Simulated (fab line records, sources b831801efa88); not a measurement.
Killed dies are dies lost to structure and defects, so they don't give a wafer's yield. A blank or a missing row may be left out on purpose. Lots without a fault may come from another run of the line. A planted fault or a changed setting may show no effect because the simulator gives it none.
Which tool did it? | flow sky130 | 13 lots, 39 wafers sampled, at 3 steps of a route of 708

WHAT THE GAUGES READ, wafer by wafer
SKY_VIA1_RS_MEAS_22: measures by four-point-probe.
lot  | measured     | on            | VIA1_W_RS (ohm/sq)
L732 | day 34 07:29 | film_metro-03 | 0.421 0.427 0.422
L734 | day 34 17:13 | film_metro-04 | 0.425 0.427 0.426
L736 | day 35 10:33 | film_metro-03 | 0.423 0.425 0.423
L738 | day 36 06:45 | film_metro-04 | 0.428 0.435 0.433
L739 | day 36 15:04 | film_metro-04 | 0.430 0.436 0.431
L740 | day 36 16:44 | film_metro-04 | 0.425 0.423 0.428
L741 | day 36 21:29 | film_metro-04 | 0.424 0.423 0.422
L742 | day 37 16:10 | film_metro-04 | 0.436 0.434 0.439
L745 | day 38 13:39 | film_metro-03 | 0.439 0.438 0.436
L746 | day 38 17:10 | film_metro-04 | 0.418 0.421 0.430
L753 | day 40 13:02 | film_metro-03 | 0.417 0.420 0.433
L754 | day 40 20:55 | film_metro-03 | 0.434 0.437 0.433
L755 | day 41 05:25 | film_metro-03 | 0.431 0.432 0.429

WHICH TOOL RAN EACH LOT (tool, then ch and the chambers of the sampled wafers, then the start)
lot  | SKY_GATE_OXIDE_CLEAN_00         | SKY_CONTACT_ETCH_17
L732 | wet_bench-02 ch 1, day 13 01:44 | rie_diel-04 ch 1,2,3, day 31 21:55
L734 | wet_bench-04 ch 3, day 13 10:25 | rie_diel-01 ch 0,1,2, day 32 06:49
L736 | wet_bench-02 ch 0, day 14 02:07 | rie_diel-01 ch 0,1,2, day 33 01:29
L738 | wet_bench-04 ch 0, day 14 21:40 | rie_diel-02 ch 1,3, day 33 21:24
L739 | wet_bench-04 ch 2, day 15 08:49 | rie_diel-04 ch 0,1,3, day 34 05:28
L740 | wet_bench-02 ch 3, day 15 10:19 | rie_diel-01 ch 1,2,3, day 34 07:23
L741 | wet_bench-04 ch 3, day 15 16:46 | rie_diel-01 ch 0,1,3, day 34 12:52
L742 | wet_bench-03 ch 3, day 16 08:25 | rie_diel-01 ch 0,1, day 35 07:03
L745 | wet_bench-02 ch 2, day 17 09:47 | rie_diel-04 ch 0,1, day 36 05:00
L746 | wet_bench-02 ch 0, day 17 13:24 | rie_diel-02 ch 1,2,3, day 36 09:07
L753 | wet_bench-02 ch 1, day 19 23:10 | rie_diel-02 ch 0,1,3, day 38 07:43
L754 | wet_bench-04 ch 2, day 20 09:39 | rie_diel-01 ch 0,1,2, day 38 15:00
L755 | wet_bench-02 ch 2, day 20 15:30 | rie_diel-04 ch 0,3, day 39 00:03
- SKY_GATE_OXIDE_CLEAN_00: cleans in SC1/SC2, time 150 s.
- SKY_CONTACT_ETCH_17: etches SiO2 in C4F8/O2/Ar, stops on Si3N4, target depth 340 nm.

WHAT THE TOOLS THEMSELVES READ (means of the sampled wafers that have a number; where no wafer has one, the mark that the record gives instead)
SKY_GATE_OXIDE_CLEAN_00.
lot  | tool         | bath_heat_duty_pct (%) | run_length_s (s)
L732 | wet_bench-02 | 12.5                   | 177.6
L734 | wet_bench-04 | 13.2                   | 173.5
L736 | wet_bench-02 | 13.9                   | 182.3
L738 | wet_bench-04 | 14.6                   | 174.0
L739 | wet_bench-04 | 14.8                   | 175.0
L740 | wet_bench-02 | 13.0                   | 175.0
L741 | wet_bench-04 | 13.6                   | 173.8
L742 | wet_bench-03 | 15.1                   | 174.9
L745 | wet_bench-02 | 14.7                   | 101.4
L746 | wet_bench-02 | 13.3                   | 100.0
L753 | wet_bench-02 | 12.5                   | 179.0
L754 | wet_bench-04 | 15.0                   | 174.9
L755 | wet_bench-02 | 14.9                   | 175.9

SKY_CONTACT_ETCH_17.
lot  | tool        | oes_product_au (a.u.) | rf_fwd_power_W (W)
L732 | rie_diel-04 | 0.897                 | 1487
L734 | rie_diel-01 | 0.892                 | 1487
L736 | rie_diel-01 | 0.889                 | 1491
L738 | rie_diel-02 | 0.884                 | 1493
L739 | rie_diel-04 | 0.897                 | 1481
L740 | rie_diel-01 | 0.890                 | 1485
L741 | rie_diel-01 | 0.890                 | 1484
L742 | rie_diel-01 | 0.895                 | 1480
L745 | rie_diel-04 | 0.890                 | 1480
L746 | rie_diel-02 | 0.891                 | 1492
L753 | rie_diel-02 | 0.894                 | 1488
L754 | rie_diel-01 | 0.893                 | 1486
L755 | rie_diel-04 | 0.895                 | 1486

THE ANSWER, worked out from the rows above alone
Rule: what is usual is taken from the lots themselves. Put in order of their means at a reading, lots are off if they are a third of the lots or fewer, leave a main group of 4 or more, and stand apart from it by a gap of 3 or more times the standard deviation of the main group's means; of several such gaps the widest counts. A main group whose means are all the same, to the digits that the tables above print for the reading, isn't used. A lot without any number at a reading at which 4 lots or more have one is off too. The other lots that the step has rows for count as sound. The gauges are gone through in route order, then the tools' own readings, and for those a lot's mean is taken as printed above. The first step at which some lot is off is used, and at that step the reading that is off furthest; a lot without a number counts as furthest.
Off: L745, L746, at SKY_GATE_OXIDE_CLEAN_00 (run_length_s). The main group: mean 176.0 s, standard deviation 2.5.
A tool fits if, at that step or a process step before it, it ran every lot that is off, and no sound lot after the first of them. None of those tried fits.

WHAT THE SIMULATOR HAD PUT IN
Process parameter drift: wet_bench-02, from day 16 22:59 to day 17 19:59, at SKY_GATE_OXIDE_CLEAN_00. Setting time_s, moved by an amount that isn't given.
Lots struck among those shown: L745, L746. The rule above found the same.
